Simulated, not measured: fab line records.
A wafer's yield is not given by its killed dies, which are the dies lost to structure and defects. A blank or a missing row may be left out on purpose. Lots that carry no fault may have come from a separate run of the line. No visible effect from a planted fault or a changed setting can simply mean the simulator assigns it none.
Which of the tools did it? | flow gf180mcu | 24 lots, 72 wafers sampled, at 5 steps of a route of 602

== WHAT THE GAUGES SHOWED, per wafer ==
GF_V3_RS_MEAS_24: the measuring method here is four-point-probe.
lot  | measured     | on            | V3_W_RS (ohm/sq)
L074 | day 22 15:07 | film-metro-04 | 0.330 0.323 0.326
L075 | day 22 22:34 | film-metro-02 | 0.333 0.330 0.331
L076 | day 23 06:02 | film-metro-03 | 0.328 0.328 0.330
L077 | day 23 17:01 | film-metro-02 | 0.333 0.336 0.331
L078 | day 24 01:57 | film-metro-04 | 0.329 0.329 0.329
L079 | day 24 12:33 | film-metro-03 | 0.326 0.324 0.328
L080 | day 24 18:25 | film-metro-03 | 0.330 0.327 0.328
L081 | day 25 05:04 | film-metro-04 | 0.323 0.331 0.329
L082 | day 25 11:31 | film-metro-02 | 0.328 0.323 0.334
L083 | day 25 19:35 | film-metro-04 | 0.325 0.332 0.325
L084 | day 26 07:37 | film-metro-04 | 0.332 0.328 0.333
L085 | day 26 11:58 | film-metro-04 | 0.331 0.330 0.327
L086 | day 26 21:59 | film-metro-03 | 0.329 0.327 0.329
L087 | day 27 06:46 | film-metro-03 | 0.325 0.331 0.324
L088 | day 27 14:27 | film-metro-04 | 0.323 0.324 0.322
L089 | day 27 17:02 | film-metro-03 | 0.327 0.329 0.322
L090 | day 28 00:38 | film-metro-03 | 0.325 0.322 0.327
L091 | day 28 12:09 | film-metro-02 | 0.327 0.325 0.332
L092 | day 28 17:52 | film-metro-04 | 0.325 0.325 0.325
L093 | day 28 18:59 | film-metro-03 | 0.331 0.328 0.327
L094 | day 29 05:59 | film-metro-03 | 0.336 0.333 0.331
L095 | day 29 10:43 | film-metro-03 | 0.327 0.329 0.331
L096 | day 29 14:34 | film-metro-03 | 0.325 0.329 0.326
L097 | day 30 04:30 | film-metro-02 | 0.328 0.329 0.327

== WHICH TOOL RAN EACH LOT (tool, then ch and the chambers of the sampled wafers, then the start) ==
lot  | GF_M2_SPUTTER_04             | GF_M3_STRIP_17                       | GF_V3_ETCH_16                      | GF_V3_CVD_23
L074 | pvd-sputter-02, day 18 07:04 | plasma-asher-04 ch 0,1, day 21 12:38 | rie-diel-04 ch 0,2, day 22 14:12   | cvd-w-02 ch 0,1, day 22 15:00
L075 | pvd-sputter-02, day 18 15:44 | plasma-asher-03 ch 1, day 21 20:23   | rie-diel-01 ch 1,3, day 22 21:38   | cvd-w-02 ch 0, day 22 22:26
L076 | pvd-sputter-03, day 18 23:27 | plasma-asher-02 ch 0,1, day 22 03:57 | rie-diel-03 ch 0,2, day 23 05:05   | cvd-w-01 ch 0,1, day 23 05:55
L077 | pvd-sputter-02, day 19 09:43 | plasma-asher-04 ch 0,1, day 22 15:21 | rie-diel-04 ch 0,2,3, day 23 16:08 | cvd-w-01 ch 0,1, day 23 16:54
L078 | pvd-sputter-04, day 19 21:05 | plasma-asher-02 ch 0,1, day 23 00:21 | rie-diel-01 ch 2,3, day 24 01:03   | cvd-w-01 ch 0,1, day 24 01:49
L079 | pvd-sputter-02, day 20 07:53 | plasma-asher-03 ch 0,1, day 23 11:37 | rie-diel-01 ch 0,2, day 24 11:38   | cvd-w-02 ch 0,1, day 24 12:26
L080 | pvd-sputter-02, day 20 14:19 | plasma-asher-03 ch 0,1, day 23 17:25 | rie-diel-04 ch 0,1,3, day 24 17:32 | cvd-w-02 ch 0,1, day 24 18:19
L081 | pvd-sputter-04, day 21 02:35 | plasma-asher-04 ch 0,1, day 24 04:46 | rie-diel-04 ch 0,1,3, day 25 04:11 | cvd-w-01 ch 0,1, day 25 04:57
L082 | pvd-sputter-03, day 21 09:17 | plasma-asher-02 ch 0,1, day 24 11:05 | rie-diel-04 ch 0,3, day 25 10:39   | cvd-w-01 ch 0,1, day 25 11:25
L083 | pvd-sputter-03, day 21 18:35 | plasma-asher-03 ch 0,1, day 24 19:52 | rie-diel-04 ch 0,2,3, day 25 18:41 | cvd-w-02 ch 0,1, day 25 19:27
L084 | pvd-sputter-04, day 22 08:11 | plasma-asher-04 ch 0,1, day 25 08:04 | rie-diel-03 ch 1,2,3, day 26 06:42 | cvd-w-02 ch 0,1, day 26 07:30
L085 | pvd-sputter-04, day 22 12:59 | plasma-asher-02 ch 0,1, day 25 12:49 | rie-diel-04 ch 0,2,3, day 26 11:05 | cvd-w-02 ch 0,1, day 26 11:51
L086 | pvd-sputter-03, day 22 23:32 | plasma-asher-04 ch 0,1, day 25 22:58 | rie-diel-03 ch 0,1, day 26 21:06   | cvd-w-02 ch 0,1, day 26 21:52
L087 | pvd-sputter-04, day 23 10:56 | plasma-asher-02 ch 0,1, day 26 07:37 | rie-diel-03 ch 1,3, day 27 05:50   | cvd-w-01 ch 0,1, day 27 06:39
L088 | pvd-sputter-03, day 23 18:03 | plasma-asher-03 ch 0,1, day 26 15:13 | rie-diel-03 ch 0,1,3, day 27 13:34 | cvd-w-02 ch 1, day 27 14:19
L089 | pvd-sputter-02, day 23 22:53 | plasma-asher-02 ch 0,1, day 26 19:01 | rie-diel-03 ch 0,1,2, day 27 16:02 | cvd-w-01 ch 0,1, day 27 16:55
L090 | pvd-sputter-03, day 24 08:11 | plasma-asher-02 ch 0,1, day 27 02:13 | rie-diel-01 ch 0,2,3, day 27 23:44 | cvd-w-01 ch 0,1, day 28 00:30
L091 | pvd-sputter-03, day 24 14:56 | plasma-asher-04 ch 0,1, day 27 10:41 | rie-diel-01 ch 0,1,2, day 28 11:17 | cvd-w-02 ch 0,1, day 28 12:02
L092 | pvd-sputter-04, day 25 03:17 | plasma-asher-03 ch 0,1, day 27 21:16 | rie-diel-01 ch 0,1, day 28 16:29   | cvd-w-01 ch 0,1, day 28 17:44
L093 | pvd-sputter-04, day 25 06:44 | plasma-asher-03 ch 0,1, day 27 23:31 | rie-diel-01 ch 1,2,3, day 28 18:00 | cvd-w-02 ch 0,1, day 28 18:51
L094 | pvd-sputter-04, day 25 12:56 | plasma-asher-04 ch 1, day 28 09:58   | rie-diel-04 ch 0,2,3, day 29 05:05 | cvd-w-02 ch 0,1, day 29 05:51
L095 | pvd-sputter-04, day 25 18:32 | plasma-asher-03 ch 0,1, day 28 13:05 | rie-diel-04 ch 0,1,2, day 29 09:50 | cvd-w-01 ch 0,1, day 29 10:36
L096 | pvd-sputter-03, day 26 04:02 | plasma-asher-03 ch 0,1, day 28 17:26 | rie-diel-03 ch 0,2,3, day 29 13:41 | cvd-w-01 ch 0,1, day 29 14:28
L097 | pvd-sputter-04, day 26 14:11 | plasma-asher-03 ch 0,1, day 29 07:48 | rie-diel-04 ch 0,2,3, day 30 03:35 | cvd-w-02 ch 1, day 30 04:23
- GF_M2_SPUTTER_04: material TiN, target thk 50 nm, time 41.7 s.
- GF_M3_STRIP_17: strips in O2/N2.
- GF_V3_ETCH_16: etches BARC in N2/H2.
- GF_V3_CVD_23: deposits W, target thk 350 nm, time 104.9 s.

== WHAT THE TOOLS THEMSELVES READ (means of the sampled wafers that have a number; where no wafer has one, the mark that the record gives instead) ==
GF_M2_SPUTTER_04.
lot  | tool           | cathode-dc-power-W (W) | throttle-valve-pct (%)
L074 | pvd-sputter-02 | 6498.7                 | 29.4
L075 | pvd-sputter-02 | 6500.0                 | 29.7
L076 | pvd-sputter-03 | 6500.3                 | 29.4
L077 | pvd-sputter-02 | 6500.0                 | 30.2
L078 | pvd-sputter-04 | 6500.8                 | 29.6
L079 | pvd-sputter-02 | 6500.3                 | 29.6
L080 | pvd-sputter-02 | 6499.3                 | 30.3
L081 | pvd-sputter-04 | 6499.8                 | 30.2
L082 | pvd-sputter-03 | 6499.1                 | 29.4
L083 | pvd-sputter-03 | 6499.8                 | 29.1
L084 | pvd-sputter-04 | 6501.2                 | 29.4
L085 | pvd-sputter-04 | 6498.9                 | 29.8
L086 | pvd-sputter-03 | 6498.9                 | 29.3
L087 | pvd-sputter-04 | 6498.6                 | 29.6
L088 | pvd-sputter-03 | 6500.8                 | 29.4
L089 | pvd-sputter-02 | 6500.3                 | 30.3
L090 | pvd-sputter-03 | 6499.5                 | 29.7
L091 | pvd-sputter-03 | 6500.4                 | 29.1
L092 | pvd-sputter-04 | 6498.5                 | 29.5
L093 | pvd-sputter-04 | 6500.7                 | 29.5
L094 | pvd-sputter-04 | 6498.7                 | 29.6
L095 | pvd-sputter-04 | 6500.0                 | 29.3
L096 | pvd-sputter-03 | 6499.3                 | 29.6
L097 | pvd-sputter-04 | 6500.3                 | 29.3

GF_M3_STRIP_17.
lot  | tool            | drypump-motor-current-A (A) | heater-power-w (W) | oes-product-au (a.u.) | strip-time-to-endpoint-s (s)
L074 | plasma-asher-04 | 6.0                         | 319                | 0.530                 | 7.35
L075 | plasma-asher-03 | 4.8                         | 350                | 0.536                 | 7.38
L076 | plasma-asher-02 | 5.7                         | 340                | 0.538                 | 7.36
L077 | plasma-asher-04 | 6.0                         | 320                | 0.529                 | 7.38
L078 | plasma-asher-02 | 5.7                         | 342                | 0.533                 | 7.31
L079 | plasma-asher-03 | 5.2                         | 368                | 0.536                 | 7.40
L080 | plasma-asher-03 | 5.2                         | 368                | 0.537                 | 7.34
L081 | plasma-asher-04 | 6.1                         | 310                | 0.535                 | 7.38
L082 | plasma-asher-02 | 5.7                         | 337                | 0.535                 | 7.28
L083 | plasma-asher-03 | 5.6                         | 400                | 0.535                 | 7.36
L084 | plasma-asher-04 | 6.0                         | 315                | 0.539                 | 7.37
L085 | plasma-asher-02 | 5.7                         | 336                | 0.536                 | 7.38
L086 | plasma-asher-04 | 6.1                         | 311                | 0.539                 | 7.36
L087 | plasma-asher-02 | 5.7                         | 335                | 0.537                 | 7.35
L088 | plasma-asher-03 | 5.6                         | 397                | 0.539                 | 7.37
L089 | plasma-asher-02 | 5.7                         | 338                | 0.535                 | 7.43
L090 | plasma-asher-02 | 5.6                         | 336                | 0.536                 | 7.34
L091 | plasma-asher-04 | 6.0                         | 321                | 0.537                 | 7.35
L092 | plasma-asher-03 | 5.2                         | 373                | 0.535                 | 7.38
L093 | plasma-asher-03 | 5.2                         | 370                | 0.538                 | 7.39
L094 | plasma-asher-04 | 5.9                         | 326                | 0.533                 | 7.42
L095 | plasma-asher-03 | 5.2                         | 374                | 0.541                 | 7.42
L096 | plasma-asher-03 | 5.6                         | 392                | 0.538                 | 7.42
L097 | plasma-asher-03 | 5.6                         | 391                | 0.536                 | 7.37

GF_V3_ETCH_16.
lot  | tool        | drypump-motor-current-A (A) | oes-product-au (a.u.) | throttle-valve-pct (%)
L074 | rie-diel-04 | 5.4                         | 0.854                 | 13.233
L075 | rie-diel-01 | 5.9                         | 0.858                 | 13.224
L076 | rie-diel-03 | 5.9                         | 0.855                 | 13.223
L077 | rie-diel-04 | 5.5                         | 0.853                 | 13.223
L078 | rie-diel-01 | 5.9                         | 0.851                 | 13.225
L079 | rie-diel-01 | 6.0                         | 0.851                 | 13.227
L080 | rie-diel-04 | 5.8                         | 0.851                 | 13.221
L081 | rie-diel-04 | 5.8                         | 0.855                 | 13.224
L082 | rie-diel-04 | 5.6                         | 0.856                 | 13.223
L083 | rie-diel-04 | 5.5                         | 0.858                 | 13.224
L084 | rie-diel-03 | 5.7                         | 0.851                 | 13.225
L085 | rie-diel-04 | 5.5                         | 0.855                 | 13.223
L086 | rie-diel-03 | 5.9                         | 0.856                 | 13.228
L087 | rie-diel-03 | 5.6                         | 0.851                 | 13.226
L088 | rie-diel-03 | 5.5                         | 0.857                 | 13.227
L089 | rie-diel-03 | 6.0                         | 0.850                 | 13.219
L090 | rie-diel-01 | 5.9                         | 0.849                 | 13.222
L091 | rie-diel-01 | 6.0                         | 0.854                 | 13.226
L092 | rie-diel-01 | 5.9                         | 0.848                 | 13.215
L093 | rie-diel-01 | 6.0                         | 0.851                 | 13.236
L094 | rie-diel-04 | 5.5                         | 0.852                 | 13.231
L095 | rie-diel-04 | 5.7                         | 0.854                 | 13.220
L096 | rie-diel-03 | 5.6                         | 0.854                 | 13.220
L097 | rie-diel-04 | 5.5                         | 0.854                 | 13.220

GF_V3_CVD_23.
lot  | tool     | heater-power-w (W)
L074 | cvd-w-02 | 950
L075 | cvd-w-02 | 865
L076 | cvd-w-01 | 866
L077 | cvd-w-01 | 861
L078 | cvd-w-01 | 843
L079 | cvd-w-02 | 949
L080 | cvd-w-02 | 961
L081 | cvd-w-01 | 862
L082 | cvd-w-01 | 866
L083 | cvd-w-02 | 918
L084 | cvd-w-02 | 916
L085 | cvd-w-02 | 920
L086 | cvd-w-02 | 942
L087 | cvd-w-01 | 882
L088 | cvd-w-02 | 992
L089 | cvd-w-01 | 842
L090 | cvd-w-01 | 877
L091 | cvd-w-02 | 929
L092 | cvd-w-01 | 864
L093 | cvd-w-02 | 919
L094 | cvd-w-02 | 920
L095 | cvd-w-01 | 879
L096 | cvd-w-01 | 842
L097 | cvd-w-02 | 992

== THE ANSWER, worked out from the rows above alone ==
Rule: usual is defined by the lots themselves. Put in order of their means at a reading, lots are off if they are a third of the lots or fewer, leave a main group of 4 or more, and stand apart from it by a gap of 3 or more times the standard deviation of the main group's means; of several such gaps the widest counts. The tables above print the reading to a certain number of digits; a main group whose means all agree to those digits is not used. A lot without any number at a reading at which 4 lots or more have one is off too. All remaining lots with rows at the step are treated as sound. The gauges are gone through in route order, then the tools' own readings, and for those a lot's mean is taken as printed above. At the first step where some lot is off, the reading lying furthest off is the one used; lots without a number count as furthest.
No lot is off at any reading shown: from this, nothing can be told.

== WHAT THE SIMULATOR HAD PUT IN ==
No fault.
